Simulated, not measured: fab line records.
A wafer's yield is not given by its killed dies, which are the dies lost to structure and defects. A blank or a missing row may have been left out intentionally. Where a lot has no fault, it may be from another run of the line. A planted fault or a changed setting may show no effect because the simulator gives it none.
Which of the tools did it? + flow sky130 + 39 wafers from 13 lots sampled at 2 of the route's 708 steps

== WHAT EACH GAUGE READ, for each wafer ==
SKY_METAL4_OVL_MEAS_14. Usual: for METAL4_OVL the level is -1 nm and the standard deviation is 6.
| lot  | measured     | on         | METAL4_OVL (nm) | flag |
|------|--------------|------------|-----------------|------|
| L134 | day 43 13:06 | overlay-02 | -4 -10 -8       |      |
| L135 | day 43 12:26 | overlay-01 | 7 9 11          |      |
| L136 | day 43 10:19 | overlay-01 | -4 1 -4         |      |
| L137 | day 43 13:49 | overlay-02 | 5 11 6          |      |
| L139 | day 43 13:30 | overlay-02 | -4 -7 -4        |      |
| L140 | day 43 14:10 | overlay-02 | -2 -2 -5        |      |
| L141 | day 43 14:26 | overlay-02 | 10 5 8          |      |
| L144 | day 45 09:02 | overlay-01 | 8 11 2          |      |
| L145 | day 45 08:06 | overlay-02 | -18 -8 -12      |      |
| L146 | day 45 13:08 | overlay-01 | 1 3 0           |      |
| L147 | day 45 10:12 | overlay-02 | -1 1 -2         |      |
| L151 | day 46 09:28 | overlay-01 | 1 -9 -6         |      |
| L153 | day 47 02:57 | overlay-02 | -11 -2 1        |      |

== TOOL THAT RAN EACH LOT (tool first, then ch and the chambers of the sampled wafers, then the start) ==
| lot  | SKY_FIELD_ISO_WET_ETCH_18     |
|------|-------------------------------|
| L134 | wetBench-04 ch 2, day 2 05:28 |
| L135 | wetBench-02 ch 1, day 2 12:07 |
| L136 | wetBench-04 ch 0, day 2 17:49 |
| L137 | wetBench-02 ch 1, day 2 20:34 |
| L139 | wetBench-01 ch 2, day 3 08:19 |
| L140 | wetBench-02 ch 2, day 3 14:46 |
| L141 | wetBench-04 ch 0, day 3 19:19 |
| L144 | wetBench-04 ch 0, day 4 11:10 |
| L145 | wetBench-04 ch 1, day 4 13:43 |
| L146 | wetBench-02 ch 1, day 4 20:07 |
| L147 | wetBench-02 ch 1, day 5 05:31 |
| L151 | wetBench-02 ch 2, day 5 22:04 |
| L153 | wetBench-02 ch 0, day 6 07:58 |
- SKY_FIELD_ISO_WET_ETCH_18: etches Si3N4 in H3PO4, target depth 25 nm, time 286 s.

== AS READ BY THE TOOLS THEMSELVES (means over the sampled wafers that have a number; for cases with no such wafer, the mark the record gives instead) ==
The record holds no such reading with a usual standard deviation.

== THE ANSWER, worked out from the rows above alone ==
Rule: take the mean of a lot's wafers that have a number; if it is more than 3 standard deviations from the usual mean, the lot is off. A lot without any number at a reading at which 4 lots or more have one is off too. Where the step has rows for the other lots, those lots are counted as sound. First the gauges in route order, then the tools' own readings, where a lot's mean is used as printed above. The first step at which some lot is off is used, and at that step the reading that is off furthest; a lot without a number counts as furthest.
Across all readings shown, no lot is off: no conclusion can be drawn from this.

== WHAT THE SIMULATOR HAD INSERTED ==
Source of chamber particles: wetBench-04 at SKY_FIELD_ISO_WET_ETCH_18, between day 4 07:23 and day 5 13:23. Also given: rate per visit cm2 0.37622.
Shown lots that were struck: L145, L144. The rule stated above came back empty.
